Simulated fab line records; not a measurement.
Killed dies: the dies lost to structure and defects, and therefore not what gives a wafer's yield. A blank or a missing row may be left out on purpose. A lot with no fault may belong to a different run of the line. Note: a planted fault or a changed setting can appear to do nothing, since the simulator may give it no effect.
A lot that was struck, set against a sound lot / flow sky130 / 18 out of 708 route steps
Sound: these wafers, L952.3, L952.4, L952.5. Wafers L967.1, L967.5, L967.6 were the ones struck. The cause comes at the end.
For every step that has rows: the tool of each side, followed by ch and its chambers, followed by its first start. Under that, the readings that differ: sound wafers / struck wafers / difference of the means / sigmas: that difference in standard deviations of wafers without a fault.
alike: readings whose means differ by less than 2 such deviations, and words and numbers that are the same on both sides. not compared: withheld readings, readings that some wafer has no value for, bounds like >300 that may hide the same value, and numbers for which the record gives no deviation and whose values overlap.
The two part at a step that has a row with sigmas, a row that says differs or no value, or rows on one side only. When numbers do not overlap yet have no deviation, they are printed without sigmas and do not part them. Lack of a reading on every wafer of one side parts them only where that side has two or more wafers.

SKY_SONOS_ONO_OVL_MEAS_14:
  struck on overlay-01, day 18 20:13; sound on overlay-02, day 13 15:11
  alike: SONOS_ONO_OVL
SKY_SONOS_ONO_ETCH_15: etches the open film in CHF3/O2, target depth 19.52 nm, time 7.8 s.
  sound on rie-diel-04 ch 0,1,3, day 13 15:13; struck on rie-diel-04 ch 0,3, day 18 20:16
  alike: chamber-pressure-mTorr, drypump-motor-current-A, oes-product-au, throttle-valve-pct
  not compared: rf-hours-counter-h
then, 1 step without rows for these wafers: SKY_SONOS_ONO_WET_ETCH_16 (etches SiO2 in dHF, target depth 14 nm, time 280 s).
SKY_SONOS_ONO_STRIP_17: strips in O2/N2.
  sound on plasma-asher-03 ch 0,1, day 13 15:22; struck on plasma-asher-03 ch 0,1, day 18 20:23
reading=strip-time-to-endpoint-s (s); sound=14.19 14.17 14.14; struck=14.08 14.06 14.02; difference=-0.11; sigmas=-3
  alike: chamber-pressure-mTorr, drypump-motor-current-A, oes-product-au
  not compared: rf-hours-counter-h
then, 3 steps without rows for these wafers: SKY_SONOS_ONO_WET_ETCH_18 (etches Si3N4 in H3PO4, target depth 15 nm, time 172 s); SKY_GATE_OXIDE_CLEAN_00 (cleans in SC1/SC2, time 150 s); SKY_GATE_OXIDE_OXIDATION_01 (stabilise 600 s, purge 300 s, target thk 10.268 nm).
SKY_GATE_OXIDE_THK_MEAS_02:
  struck on film-metro-01, day 18 22:01; sound on film-metro-01, day 13 16:58
  alike: GATE_OXIDE_OXIDATION_00_THK
then, 4 steps without rows for these wafers: SKY_GATE_OXIDE_DEHYDRATE_03 (time 60 s); SKY_GATE_OXIDE_HMDS_04 (prime time 60 s); SKY_GATE_OXIDE_COAT_05 (resist thk 1140 nm); SKY_GATE_OXIDE_SOFTBAKE_06 (time 60 s).
SKY_GATE_OXIDE_EXPOSE_07: exposes mask LVOM, target cd 600 nm.
  sound on iline-stepper-01 ch 0, day 14 06:35; struck on iline-stepper-01 ch 0, day 19 13:25
reading=model.GATE_OXIDE.overlay-x-nm (nm); sound=3.458 3.458 3.458; struck=123 123 123; difference=+120; sigmas=
  alike: mask
then, 2 steps without rows for these wafers: SKY_GATE_OXIDE_PEB_08; SKY_GATE_OXIDE_DEVELOP_09 (develop time 60 s).
SKY_GATE_OXIDE_OVL_MEAS_10:
  struck on overlay-01, day 20 04:36; sound on overlay-01, day 14 19:07
reading=GATE_OXIDE_OVL (nm); sound=0.3 1.1 0.5; struck=120.7 120.7 119.5; difference=+119.7; sigmas=+92
then, 1 step without rows for these wafers: SKY_GATE_OXIDE_IMPLANT_11.
SKY_PAD_OPEN_PROBE_99:
  the record has rows for the sound wafers here (prober-01, day 46 10:25) and none for the struck ones

WHERE THEY PART
First at SKY_SONOS_ONO_STRIP_17; last, within this record, at SKY_PAD_OPEN_PROBE_99.

WHY: what had been put in by the simulator
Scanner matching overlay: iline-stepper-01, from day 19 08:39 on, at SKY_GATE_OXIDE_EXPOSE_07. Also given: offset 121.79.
